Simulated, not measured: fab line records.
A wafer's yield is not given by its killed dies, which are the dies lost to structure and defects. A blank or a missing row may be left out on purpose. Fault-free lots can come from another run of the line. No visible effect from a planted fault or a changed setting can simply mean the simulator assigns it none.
A struck lot beside a sound one | flow sky130 | 29 steps out of a route of 708
Sound: these wafers, L385.2, L385.4, L385.5. Struck: wafers L378.2, L378.3, L378.6. Last of all comes the cause.
Order at every step that has rows: each side's tool, ch and its chambers, its first start. Under that, the readings that differ: sound wafers | struck wafers | difference of the means | sigmas: that difference in standard deviations of wafers without a fault.
alike: same words and numbers on both sides, and readings whose means sit less than 2 such deviations apart. not compared: any withheld reading, any reading some wafer has no value for, any bound like >300 that may hide the same value, and any number with overlapping values for which the record gives no deviation.
Wherever a step has rows on one side only, a row that says differs or no value, or a row with sigmas, the two part there. Non-overlapping numbers with no deviation appear without sigmas and do not part them. A reading that every wafer of one side lacks parts them only if that side has two wafers or more.

SKY_PWDE_STRIP_09: strips in O2/N2.
  sound on plasmaAsher-04 ch 0,1, day 8 01:01; struck on plasmaAsher-04 ch 0,1, day 6 10:22
  alike: drypumpMotorCurrentA, oesProductAu, stripTimeToEndpointS
  not compared: rfHoursCounterH
SKY_PWDE_TW_MEAS_10:
  sound: filmMetro-04 at day 8 01:08; struck: filmMetro-02 at day 6 10:28
  alike: PWDE_TW
then, 7 steps without rows for these wafers: SKY_NWELL_DEHYDRATE_03 (time 60 s); SKY_NWELL_HMDS_04 (prime time 60 s); SKY_NWELL_COAT_05 (resist thk 3000 nm); SKY_NWELL_SOFTBAKE_06; SKY_NWELL_EXPOSE_07 (exposes mask NWM, target cd 840 nm); SKY_NWELL_PEB_08; SKY_NWELL_DEVELOP_09 (develop time 60 s).
SKY_NWELL_OVL_MEAS_10:
  sound: overlay-01 at day 8 20:40; struck: overlay-01 at day 7 04:08
reading           | sound          | struck      | difference | sigmas
NWELL_00_OVL (nm) | -3.3 -1.3 -2.2 | 0.4 1.5 0.6 | +3.1       | +2
then, 2 steps without rows for these wafers: SKY_NWELL_IMPLANT_11; SKY_NWELL_IMPLANT_12.
SKY_NWELL_IMPLANT_13:
  struck on implanter-01, day 7 04:29; sound on implanter-01 ch 0, day 8 21:02
  no value came back on the struck wafers for beamEnergyKeV, beamOnS (s), endStationPressureTorr (Torr); on the sound wafers beamEnergyKeV reads 49.999 50.011 50.029
SKY_NWELL_STRIP_14: strips in O2/N2.
  sound on plasmaAsher-03 ch 0,1, day 8 21:09; struck on plasmaAsher-03 ch 0,1, day 7 04:37
  alike: drypumpMotorCurrentA, oesProductAu, stripTimeToEndpointS
  not compared: rfHoursCounterH
SKY_NWELL_TW_MEAS_15:
  sound: filmMetro-04 at day 8 21:16; struck: filmMetro-04 at day 7 04:43
  alike: NWELL_TW
then, 7 steps without rows for these wafers: SKY_NWELL_DEHYDRATE_16 (time 60 s); SKY_NWELL_HMDS_17 (prime time 60 s); SKY_NWELL_COAT_18 (resist thk 3000 nm); SKY_NWELL_SOFTBAKE_19; SKY_NWELL_EXPOSE_20 (exposes mask NWM COMPLEMENT, target cd 840 nm); SKY_NWELL_PEB_21; SKY_NWELL_DEVELOP_22 (develop time 60 s).
SKY_NWELL_OVL_MEAS_23:
  sound: overlay-02 at day 9 18:49; struck: overlay-02 at day 8 00:31
  alike: NWELL_01_OVL
then, 1 step without rows for these wafers: SKY_NWELL_IMPLANT_24.
SKY_NWELL_STRIP_25: strips in O2/N2.
  sound on plasmaAsher-02 ch 0,1, day 9 19:00; struck on plasmaAsher-01 ch 0, day 8 00:42
reading                  | sound             | struck            | difference | sigmas
stripTimeToEndpointS (s) | 36.90 36.97 36.78 | 37.10 37.14 37.19 | +0.26      | +2
  alike: drypumpMotorCurrentA, oesProductAu
  not compared: rfHoursCounterH
SKY_NWELL_TW_MEAS_26:
  sound: filmMetro-04 at day 9 19:07; struck: filmMetro-02 at day 8 00:49
  alike: NWELL_2_TW
then, 1 step without rows for these wafers: SKY_NWELL_CLEAN_27 (cleans in SC1/SC2, time 150 s).
SKY_NWELL_RTA_28: time 30 s.
  sound on rtpAnneal-01 ch 0, day 9 19:14; struck on rtpAnneal-01 ch 0, day 8 00:56
  alike: lampPowerPct, rampUpCPerS, wafer_temp_C_max
SKY_NWELL_RS_MEAS_29: measures by four-point-probe.
  sound: filmMetro-01 at day 9 19:20; struck: filmMetro-01 at day 8 01:02
reading           | sound             | struck            | difference | sigmas
NWELL_RS (ohm/sq) | 624.6 625.1 625.0 | 652.9 652.3 652.7 | +27.7      | +16

== WHERE THEY PART ==
First at SKY_NWELL_OVL_MEAS_10; last, within this record, at SKY_NWELL_RS_MEAS_29.

WHY: what had been put in by the simulator
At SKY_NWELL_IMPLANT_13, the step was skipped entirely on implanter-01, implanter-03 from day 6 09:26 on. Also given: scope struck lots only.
